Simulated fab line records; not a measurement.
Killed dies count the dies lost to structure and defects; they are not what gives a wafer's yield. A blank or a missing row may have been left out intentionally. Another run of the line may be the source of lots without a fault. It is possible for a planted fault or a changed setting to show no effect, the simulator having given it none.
Which tool is to blame?    flow sky130    Sampling: 13 lots, 39 wafers, 4 of 708 route steps

WHAT THE GAUGES READ, wafer by wafer
SKY_LI_CONTACT_CD_MEAS_12: the cd target is 170 nm. Usual: cd-nm reads 170.2 nm (standard deviation 1.3).
lot   measured      on         cd-nm (nm)         flag
L656  day 29 17:16  cd-sem-01  172.2 171.3 173.3  
L657  day 29 23:52  cd-sem-02  171.6 170.8 170.5  
L658  day 30 15:14  cd-sem-02  171.9 171.9 172.7  
L660  day 31 10:08  cd-sem-02  170.8 170.8 170.1  
L661  day 31 17:28  cd-sem-02  172.0 170.5 170.1  
L662  day 31 18:26  cd-sem-01  169.9 169.7 169.9  
L664  day 32 10:11  cd-sem-01  170.9 170.0 170.4  
L669  day 33 21:05  cd-sem-01  170.6 170.8 170.5  
L670  day 34 00:02  cd-sem-01  170.4 170.6 170.4  
L671  day 34 13:49  cd-sem-01  169.4 169.6 170.8  
L674  day 35 10:59  cd-sem-01  168.1 167.2 168.5  
L675  day 36 01:20  cd-sem-01  172.6 170.9 170.3  
L678  day 36 16:30  cd-sem-02  170.6 172.2 169.9  

SKY_LI_CONTACT_THK_MEAS_23: measures by xrf. Usual: LI_CONTACT_W_THK typically reads 400 nm, with standard deviation 5.8.
lot   measured      on             LI_CONTACT_W_THK (nm)  flag
L656  day 29 18:15  film-metro-03  395 403 398            
L657  day 30 00:49  film-metro-03  400 400 405            
L658  day 30 16:11  film-metro-04  406 400 405            
L660  day 31 11:14  film-metro-03  408 405 404            
L661  day 31 18:25  film-metro-02  388 386 391            
L662  day 31 19:24  film-metro-04  409 396 404            
L664  day 32 11:09  film-metro-04  396 401 402            
L669  day 33 22:03  film-metro-03  406 403 397            
L670  day 34 01:00  film-metro-03  392 397 403            
L671  day 34 14:46  film-metro-04  409 401 406            
L674  day 35 11:57  film-metro-02  393 399 391            
L675  day 36 02:18  film-metro-03  404 401 405            
L678  day 36 17:26  film-metro-04  395 401 394            

SKY_CONTACT_THK_MEAS_01. Usual: CONTACT_CVD_00_THK typically reads 75.0 nm, with standard deviation 1.1.
lot   measured      on             CONTACT_CVD_00_THK (nm)  flag
L656  day 30 23:35  film-metro-04  74.3 75.3 74.8           
L657  day 31 05:04  film-metro-02  73.5 75.2 76.4           
L658  day 31 20:30  film-metro-01  74.9 75.9 77.1           
L660  day 32 16:25  film-metro-01  74.1 76.4 76.3           
L661  day 32 22:32  film-metro-04  73.6 75.9 75.6           
L662  day 32 23:30  film-metro-02  74.6 77.8 76.8           
L664  day 33 14:29  film-metro-04  73.4 73.9 73.6           
L669  day 35 02:46  film-metro-04  73.5 73.6 75.4           
L670  day 35 05:34  film-metro-04  73.2 76.6 74.7           
L671  day 35 19:14  film-metro-01  73.2 76.1 75.3           
L674  day 36 15:55  film-metro-02  73.9 75.4 75.0           
L675  day 37 04:38  film-metro-02  73.1 74.6 76.1           
L678  day 37 20:32  film-metro-02  74.5 75.3 74.6           

WHAT TOOL EACH LOT RAN ON (gives the tool, then ch and the chambers of the sampled wafers, and finally the start)
lot   SKY_LOCAL_INTERCONNECT_STRIP_15
L656  plasma-asher-01 ch 0,1, day 30 22:55
L657  plasma-asher-02 ch 0,1, day 31 04:25
L658  plasma-asher-02 ch 0,1, day 31 19:52
L660  plasma-asher-01 ch 0,1, day 32 15:47
L661  plasma-asher-01 ch 0,1, day 32 21:52
L662  plasma-asher-04 ch 0,1, day 32 22:52
L664  plasma-asher-01 ch 0,1, day 33 13:49
L669  plasma-asher-01 ch 0,1, day 35 02:01
L670  plasma-asher-01 ch 0,1, day 35 04:26
L671  plasma-asher-04 ch 0,1, day 35 18:31
L674  plasma-asher-04 ch 0,1, day 36 15:16
L675  plasma-asher-02 ch 0,1, day 37 04:01
L678  plasma-asher-02 ch 0,1, day 37 19:52
- SKY_LOCAL_INTERCONNECT_STRIP_15: strips in O2/N2.

AS READ BY THE TOOLS THEMSELVES (means over the sampled wafers that have a number; for cases with no such wafer, the mark the record gives instead)
SKY_LOCAL_INTERCONNECT_STRIP_15. Usual: drypump-motor-current-A 5.6 A, standard deviation 0.41; oes-product-au 0.427 a.u., standard deviation 0.0042; strip-time-to-endpoint-s 4.708 s, standard deviation 0.02.
lot   tool             drypump-motor-current-A (A)  oes-product-au (a.u.)  strip-time-to-endpoint-s (s)  flag
L656  plasma-asher-01  5.3                          0.426                  4.717                         
L657  plasma-asher-02  5.9                          0.426                  4.698                         
L658  plasma-asher-02  5.9                          0.428                  4.701                         
L660  plasma-asher-01  5.4                          0.425                  4.696                         
L661  plasma-asher-01  5.4                          0.424                  4.704                         
L662  plasma-asher-04  6.0                          0.425                  4.697                         
L664  plasma-asher-01  5.4                          0.431                  4.741                         
L669  plasma-asher-01  5.4                          0.432                  4.725                         
L670  plasma-asher-01  5.4                          0.429                  4.706                         
L671  plasma-asher-04  5.6                          0.429                  4.713                         
L674  plasma-asher-04  6.0                          0.427                  4.700                         
L675  plasma-asher-02  5.9                          0.430                  4.739                         
L678  plasma-asher-02  5.9                          0.426                  4.722                         

THE ANSWER, worked out from the rows above alone
Rule: a lot counts as off when the mean over its wafers that have a number is more than 3 standard deviations away from the usual mean. A lot without any number at a reading at which 4 lots or more have one is off too. Any other lot the step has rows for is counted as sound. Order of review: gauges by route order, followed by the tools' own readings, for which a lot's mean as printed above is used. At the first step where some lot is off, the reading lying furthest off is the one used; lots without a number count as furthest.
No lot is off on any of the readings shown, so nothing can be concluded from this.

WHAT HAD BEEN PUT IN BY THE SIMULATOR
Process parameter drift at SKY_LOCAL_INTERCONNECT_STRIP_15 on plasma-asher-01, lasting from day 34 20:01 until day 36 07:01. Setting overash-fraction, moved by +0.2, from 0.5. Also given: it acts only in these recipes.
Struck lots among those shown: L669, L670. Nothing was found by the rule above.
